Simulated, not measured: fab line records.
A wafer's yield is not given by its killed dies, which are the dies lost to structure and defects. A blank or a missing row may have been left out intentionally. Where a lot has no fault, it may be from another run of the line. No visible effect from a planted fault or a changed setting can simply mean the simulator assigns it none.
A lot that was struck, set against a sound lot ; flow sky130 ; 15 out of 708 route steps
Sound: the wafers L726.1, L726.3, L726.5. The struck wafers were L725.1, L725.2, L725.4. Last of all comes the cause.
Each step with rows lists, per side, the tool, then ch with its chambers, then its first start. Under that, the readings that differ: sound wafers ; struck wafers ; difference of the means ; sigmas: that difference in standard deviations of wafers without a fault.
alike: a reading whose means differ by less than 2 such deviations, as well as words and numbers matching on both sides. not compared: withheld readings; readings where some wafer has no value; bounds like >300 that might hide an equal value; numbers whose values overlap and for which the record gives no deviation.
A row with sigmas, a row that says differs or no value, or rows on one side alone: a step with any of these is where the two part. When numbers do not overlap yet have no deviation, they are printed without sigmas and do not part them. A reading that every wafer of one side lacks parts them only if that side has two wafers or more.

SKY_METAL3_CD_MEAS_13 targets a cd of 300 nm.
  struck on cdSem-01, day 44 10:43; sound on cdSem-02, day 44 17:36
  alike: cdNm
SKY_METAL3_OVL_MEAS_14:
  struck on overlay-02, day 44 10:50; sound on overlay-01, day 44 17:43
  alike: METAL3_OVL
SKY_METAL3_DESCUM_15: chemistry O2, time 8 s.
  sound on rieMetal-04 ch 0,1, day 44 17:46; struck on rieMetal-03 ch 0,1, day 44 10:52
  alike: drypumpMotorCurrentA, oesProductAu
  not compared: rfHoursCounterH
SKY_METAL3_ETCH_16: etches BARC in N2/H2, stops on SiO2, time 88.2 s, target depth 60 nm.
  sound on rieMetal-04 ch 0,1, day 44 17:47; struck on rieMetal-03 ch 0,1, day 44 10:53
  alike: drypumpMotorCurrentA, oesProductAu, throttleValvePct
  not compared: rfHoursCounterH
SKY_METAL3_ETCH_17: etches SiO2 in C4F8/O2/Ar, stops on TiN, time 3.9 s, target depth 15 nm.
  sound on rieDiel-01 ch 1,2,3, day 44 17:53; struck on rieDiel-04 ch 0,2,3, day 44 10:59
  alike: oesProductAu
  not compared: rfHoursCounterH
SKY_METAL3_METAL_ETCH_18: etches the open film in Cl2/BCl3, stops on SiO2, target depth 845 nm, time 183.1 s.
  sound on rieMetal-01 ch 1, day 44 17:55; struck on rieMetal-01 ch 0,1, day 44 11:01
  alike: drypumpMotorCurrentA, oesProductAu, throttleValvePct
  not compared: rfHoursCounterH
SKY_METAL3_STRIP_19: strips in O2/N2.
  sound on plasmaAsher-04 ch 1, day 44 18:05; struck on plasmaAsher-03 ch 0,1, day 44 11:11
  alike: drypumpMotorCurrentA, oesProductAu, stripTimeToEndpointS
  not compared: rfHoursCounterH
then, 4 steps without rows for these wafers: SKY_METAL3_STRIP_20 (strips in post etch residue remover, time 1200 s); SKY_METAL3_CLEAN_21 (cleans in IPA, time 180 s); SKY_METAL3_CLEAN_22 (cleans in O3/DIW); SKY_VIA3_HDPCVD_00 (deposits SiO2, target thk 1635 nm, time 266.5 s).
SKY_VIA3_THK_MEAS_01:
  struck on filmMetro-02, day 44 11:57; sound on filmMetro-01, day 44 18:51
  alike: VIA3_HDPCVD_THK
SKY_VIA3_CMP_02: polishes SiO2.
  sound on cmp-02 ch 2,3, day 44 18:58; struck on cmp-01 ch 0,1,2, day 44 12:01
  no value came back on the struck wafers for edgeZonePressureFrac, headPressurePsi (psi), motorCurrentA (A); on the sound wafers edgeZonePressureFrac reads 0.999 1.002 0.994
reading;sound;struck;difference;sigmas
model.SiO2_of_VIA3_HDPCVD_00.thkNm (nm);465.4 465.3 464.8;1611 1586 1619;+1140;
SKY_VIA3_BOW_MEAS_03:
  struck on filmMetro-02, day 44 12:35; sound on filmMetro-02, day 44 19:13
reading;sound;struck;difference;sigmas
VIA3_BOW (um);69 68 77;- - -;no value on the struck wafers;
  not compared: hold
SKY_PAD_OPEN_PROBE_99:
  the record has rows for the sound wafers here (prober-01, day 50 18:13) and none for the struck ones

WHERE THEY PART
At SKY_VIA3_CMP_02 first; at SKY_PAD_OPEN_PROBE_99 last (within this record only).

WHY: the cause the simulator had injected
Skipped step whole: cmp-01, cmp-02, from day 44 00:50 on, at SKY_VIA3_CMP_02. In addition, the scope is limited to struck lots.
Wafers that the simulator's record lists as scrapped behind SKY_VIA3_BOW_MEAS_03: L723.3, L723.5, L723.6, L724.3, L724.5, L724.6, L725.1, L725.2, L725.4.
